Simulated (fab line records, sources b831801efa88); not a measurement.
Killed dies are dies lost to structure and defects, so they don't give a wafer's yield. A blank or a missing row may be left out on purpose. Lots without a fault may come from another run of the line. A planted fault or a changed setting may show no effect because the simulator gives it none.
Which tool did it? | flow gf180mcu | 15 lots, 44 wafers sampled, at 4 steps of a route of 602

WHAT THE GAUGES READ, wafer by wafer
GF_V4_THK_MEAS_25: measures by xrf. Usual: V4_W_THK 341 nm, standard deviation 4.9.
lot  | measured     | on            | V4_W_THK (nm) | flag
L872 | day 24 12:07 | film_metro-02 | 350 337 349   |
L873 | day 24 23:53 | film_metro-01 | 346 356 341   |
L874 | day 25 04:32 | film_metro-02 | 339 339 337   |
L876 | day 26 06:14 | film_metro-02 | 341 356 341   |
L877 | day 26 08:25 | film_metro-01 | 335 341 336   |
L878 | day 26 18:55 | film_metro-01 | 338 340 335   |
L879 | day 26 22:01 | film_metro-01 | 341 341 340   |
L880 | day 27 06:37 | film_metro-04 | 335 339       |
L884 | day 28 15:05 | film_metro-04 | 339 337 339   |
L885 | day 28 23:44 | film_metro-02 | 338 338 338   |
L886 | day 29 06:36 | film_metro-01 | 345 344 344   |
L887 | day 29 14:34 | film_metro-02 | 341 340 344   |
L889 | day 30 00:34 | film_metro-01 | 348 350 346   |
L893 | day 30 23:35 | film_metro-02 | 338 336 333   |
L895 | day 31 14:14 | film_metro-02 | 345 343 338   |

GF_V5_CD_MEAS_14: target cd 260 nm. Usual: cd_nm 259.9 nm, standard deviation 1.1.
lot  | measured     | on        | cd_nm (nm)        | flag
L872 | day 27 06:19 | cd_sem-02 | 260.9 261.2 260.8 |
L873 | day 27 15:53 | cd_sem-02 | 261.6 260.4 260.0 |
L874 | day 27 20:32 | cd_sem-02 | 260.3 259.1 259.0 |
L876 | day 28 22:02 | cd_sem-02 | 261.5 259.6 260.1 |
L877 | day 28 23:49 | cd_sem-02 | 260.0 259.3 261.4 |
L878 | day 29 09:17 | cd_sem-02 | 259.4 260.3 259.8 |
L879 | day 29 11:43 | cd_sem-01 | 292.5 293.5 293.3 | OFF
L880 | day 29 19:49 | cd_sem-01 | 294.6 295.0       | OFF
L884 | day 31 01:37 | cd_sem-02 | 280.3 283.6 281.2 | OFF
L885 | day 31 09:50 | cd_sem-01 | 259.7 260.9 261.6 |
L886 | day 31 15:08 | cd_sem-02 | 261.1 261.3 262.0 |
L887 | day 31 23:35 | cd_sem-01 | 261.0 260.8 259.5 |
L889 | day 32 07:59 | cd_sem-02 | 260.4 260.7 259.4 |
L893 | day 33 05:09 | cd_sem-02 | 257.9 259.6 259.1 |
L895 | day 33 17:22 | cd_sem-02 | 259.2 260.3 258.8 |

WHICH TOOL RAN EACH LOT (tool, then ch and the chambers of the sampled wafers, then the start)
lot  | GF_V5_CVD_02                    | GF_V5_EXPOSE_11
L872 | pecvd-03 ch 0,1,2, day 26 09:20 | krf_scanner-02 ch 0, day 26 20:40
L873 | pecvd-04 ch 1,2, day 26 19:26   | krf_scanner-01 ch 0, day 27 06:25
L874 | pecvd-04 ch 0,1,2, day 27 00:34 | krf_scanner-01 ch 0, day 27 11:15
L876 | pecvd-04 ch 0,1,2, day 28 01:38 | krf_scanner-02 ch 0, day 28 12:23
L877 | pecvd-04 ch 0,2, day 28 03:04   | krf_scanner-02 ch 0, day 28 14:07
L878 | pecvd-03 ch 0,2, day 28 13:25   | krf_scanner-02 ch 0, day 28 23:50
L879 | pecvd-02 ch 0,2, day 28 16:08   | krf_scanner-02 ch 0, day 29 02:31
L880 | pecvd-02 ch 0,2, day 29 00:04   | krf_scanner-02 ch 0, day 29 10:07
L884 | pecvd-04 ch 0,1,2, day 30 06:40 | krf_scanner-02 ch 0, day 30 16:46
L885 | pecvd-02 ch 0,1,2, day 30 15:04 | krf_scanner-01 ch 0, day 31 00:46
L886 | pecvd-03 ch 0,2, day 30 21:17   | krf_scanner-01 ch 0, day 31 07:01
L887 | pecvd-02 ch 0,1,2, day 31 05:26 | krf_scanner-01 ch 0, day 31 15:14
L889 | pecvd-03 ch 1,2, day 31 14:27   | krf_scanner-01 ch 0, day 31 23:58
L893 | pecvd-03 ch 0,1, day 32 11:40   | krf_scanner-01 ch 0, day 32 21:10
L895 | pecvd-03 ch 1,2, day 33 00:59   | krf_scanner-01 ch 0, day 33 09:08
- GF_V5_CVD_02: deposits SiO2 from TEOS, target thk 1450 nm, time 163.28 s.
- GF_V5_EXPOSE_11: exposes mask Via5, target cd 260 nm.

WHAT THE TOOLS THEMSELVES READ (means of the sampled wafers that have a number; where no wafer has one, the mark that the record gives instead)
GF_V5_CVD_02. Usual: heater_power_w 636 W, standard deviation 79; rf_fwd_power_W 597.9 W, standard deviation 1.9.
lot  | tool     | heater_power_w (W) | rf_fwd_power_W (W) | flag
L872 | pecvd-03 | 555                | 598.6              |
L873 | pecvd-04 | 640                | 597.4              |
L874 | pecvd-04 | 640                | 598.9              |
L876 | pecvd-04 | 595                | 597.1              |
L877 | pecvd-04 | 662                | 596.2              |
L878 | pecvd-03 | 584                | 599.7              |
L879 | pecvd-02 | 593                | 597.4              |
L880 | pecvd-02 | 604                | 596.7              |
L884 | pecvd-04 | 620                | 596.7              |
L885 | pecvd-02 | 672                | 598.5              |
L886 | pecvd-03 | 612                | 596.4              |
L887 | pecvd-02 | 629                | 598.5              |
L889 | pecvd-03 | 668                | 599.8              |
L893 | pecvd-03 | 635                | 599.2              |
L895 | pecvd-03 | 619                | 598.2              |

GF_V5_EXPOSE_11. Usual: exposure_dose_mJ_cm2 37.98, standard deviation 0.038; focus_offset_nm 0.1 nm, standard deviation 0.56.
lot  | tool           | exposure_dose_mJ_cm2 | focus_offset_nm (nm) | flag
L872 | krf_scanner-02 | 37.99                | 1.1                  |
L873 | krf_scanner-01 | 37.99                | -0.3                 |
L874 | krf_scanner-01 | 37.98                | 0.0                  |
L876 | krf_scanner-02 | 37.93                | -0.0                 |
L877 | krf_scanner-02 | 37.99                | -0.1                 |
L878 | krf_scanner-02 | 38.02                | -0.0                 |
L879 | krf_scanner-02 | 47.67                | 0.3                  | OFF
L880 | krf_scanner-02 | 47.75                | 0.2                  | OFF
L884 | krf_scanner-02 | 43.95                | -0.6                 | OFF
L885 | krf_scanner-01 | 38.01                | 0.2                  |
L886 | krf_scanner-01 | 37.99                | 0.4                  |
L887 | krf_scanner-01 | 37.96                | 0.1                  |
L889 | krf_scanner-01 | 37.98                | -0.3                 |
L893 | krf_scanner-01 | 37.98                | -0.4                 |
L895 | krf_scanner-01 | 37.95                | 0.2                  |

THE ANSWER, worked out from the rows above alone
Rule: a lot is off if the mean of its wafers that have a number lies more than 3 standard deviations from the usual mean. A lot without any number at a reading at which 4 lots or more have one is off too. The other lots that the step has rows for count as sound. The gauges are gone through in route order, then the tools' own readings, and for those a lot's mean is taken as printed above. The first step at which some lot is off is used, and at that step the reading that is off furthest; a lot without a number counts as furthest.
Off: L879, L880, L884, at GF_V5_CD_MEAS_14 (cd_nm).
A tool fits if, at a process step before that reading, it ran every lot that is off, and no sound lot after the first of them. The gauges at GF_V5_CD_MEAS_14 aren't tried: what is off there is off at GF_V5_EXPOSE_11 too, on other tools, and a gauge's error can't cause that. One fits: krf_scanner-02 at GF_V5_EXPOSE_11. Its last sound lot is L878 (day 28 23:50), its first lot that is off L879 (day 29 02:31): a fault that began between those two fits.
The tool's own readings at GF_V5_EXPOSE_11 bear it out: on the lots that are off they differ by more than 5 times the standard deviation of the sound lots' means. exposure_dose_mJ_cm2 reads 46.46 there against 37.98 on the sound lots.

WHAT THE SIMULATOR HAD PUT IN
Process parameter drift: krf_scanner-02, from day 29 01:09 on, at GF_V5_EXPOSE_11. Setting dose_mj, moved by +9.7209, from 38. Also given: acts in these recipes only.
Lots struck among those shown: L879, L880, L884. The rule above found the same.
